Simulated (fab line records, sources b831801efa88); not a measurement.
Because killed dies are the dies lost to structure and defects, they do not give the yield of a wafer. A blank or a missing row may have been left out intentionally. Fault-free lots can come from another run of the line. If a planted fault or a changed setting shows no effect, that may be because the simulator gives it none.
A lot that was struck, set against a sound lot :: flow sky130 :: 15 steps out of a route of 708
Sound: wafers L928.1, L928.5, L928.6. Struck: wafers L931.1, L931.4, L931.6. The cause is given at the end.
Per side, at each step with rows, come the tool, then ch with its chambers, and then its first start. Under that, the readings that differ: sound wafers :: struck wafers :: difference of the means :: sigmas: that difference in standard deviations of wafers without a fault.
alike: same words and numbers on both sides, and readings whose means sit less than 2 such deviations apart. not compared: any withheld reading, any reading some wafer has no value for, any bound like >300 that may hide the same value, and any number with overlapping values for which the record gives no deviation.
A row with sigmas, a row that says differs or no value, or rows on one side alone: a step with any of these is where the two part. Numbers that don't overlap but have no deviation are shown without sigmas and don't part them. A reading that every wafer of one side lacks parts them only if that side has two wafers or more.

first, 4 steps without rows for these wafers: SKY_POLY_GATE_DEHYDRATE_05 (time 60 s); SKY_POLY_GATE_HMDS_06 (prime time 60 s); SKY_POLY_GATE_COAT_07 (resist thk 110 nm); SKY_POLY_GATE_COAT_08 (resist thk 450 nm).
SKY_POLY_GATE_SOFTBAKE_09: time 92.93 s.
  sound: litho track-02 ch 0; struck: litho track-04 ch 0
  alike: plate sensor t centre C, plate sensor t edge C, softbake temp c
then, 3 steps without rows for these wafers: SKY_POLY_GATE_EXPOSE_10 (exposes mask P1M, target cd 150 nm); SKY_POLY_GATE_PEB_11; SKY_POLY_GATE_DEVELOP_12 (develop time 60 s).
SKY_POLY_GATE_CD_MEAS_13 targets a cd of 150 nm.
  sound: cd sem-01 at day 17 18:41; struck: cd sem-01 at day 18 03:17
  alike: cd nm
SKY_POLY_GATE_OVL_MEAS_14:
  sound: overlay-01 at day 17 18:48; struck: overlay-02 at day 18 03:24
  alike: POLY_GATE_OVL
SKY_POLY_GATE_ETCH_15: etches BARC in N2/H2, stops on SiO2, time 118.5 s, target depth 110 nm.
  sound on rie diel-04 ch 0,1, day 17 18:50; struck on rie diel-04 ch 0,1, day 18 03:26
  alike: drypump motor current A, h2 flow sccm, oes product au, throttle valve pct
  not compared: rf hours counter h
SKY_POLY_GATE_ETCH_16: etches Si3N4 in CH3F/O2, stops on poly-Si, time 147.5 s, target depth 75 nm.
  sound on rie diel-04 ch 0,1, day 17 18:55; struck on rie diel-04 ch 0,1, day 18 03:31
  alike: drypump motor current A, oes product au, throttle valve pct
  not compared: rf hours counter h
SKY_POLY_GATE_ETCH_17: etches poly-Si in HBr/Cl2, stops on SiO2, target depth 180 nm, time 70.5 s.
  sound on rie si-01 ch 1,2,3, day 17 19:01; struck on rie si-02 ch 1,2,3, day 18 03:37
reading: oes product au (a.u.)
sound: 0.990 0.986 0.980
struck: 0.989 1.004 1.009
difference: +0.015
sigmas: +2

reading: over etch frac
sound: 0.56667 0.56667 0.56667
struck: 0.080885 0.080885 0.080885
difference: -0.485785
sigmas: 

reading: model.etch.depth nm (nm)
sound: 179.2 178 177.8
struck: 122.5 124.2 126.5
difference: -53.9
sigmas: 

reading: model.POLY_GATE.feature depth nm (nm)
sound: 179.2 178 177.8
struck: 122.5 124.2 126.5
difference: -53.9
sigmas: 

reading: model.KrF-thick_of_POLY_GATE_COAT_08.thk nm (nm)
sound: 135.9 141 139.5
struck: 168.8 171.4 167.6
difference: +30.5
sigmas: 
  alike: drypump motor current A, he backside leak sccm, throttle valve pct
  not compared: rf hours counter h
SKY_POLY_GATE_STRIP_18: strips in O2/N2.
  sound on plasma asher-04 ch 0,1, day 17 19:04; struck on plasma asher-02 ch 1, day 18 03:40
reading: oes product au (a.u.)
sound: 0.353 0.359 0.355
struck: 0.373 0.370 0.364
difference: +0.013
sigmas: +3

reading: strip time to endpoint s (s)
sound: 3.13 3.17 3.16
struck: 3.47 3.52 3.48
difference: +0.34
sigmas: +9
  alike: drypump motor current A
  not compared: rf hours counter h
then, 1 step without rows for these wafers: SKY_POLY_GATE_CLEAN_19 (cleans in SC1/SC2, time 150 s).

== WHERE THEY PART ==
Earliest at SKY_POLY_GATE_ETCH_17; latest, in this record, at SKY_POLY_GATE_STRIP_18.

WHY: what had been put in by the simulator
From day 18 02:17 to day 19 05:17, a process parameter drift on rie si-02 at SKY_POLY_GATE_ETCH_17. Setting over etch frac shifted by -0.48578 from 0.56667.
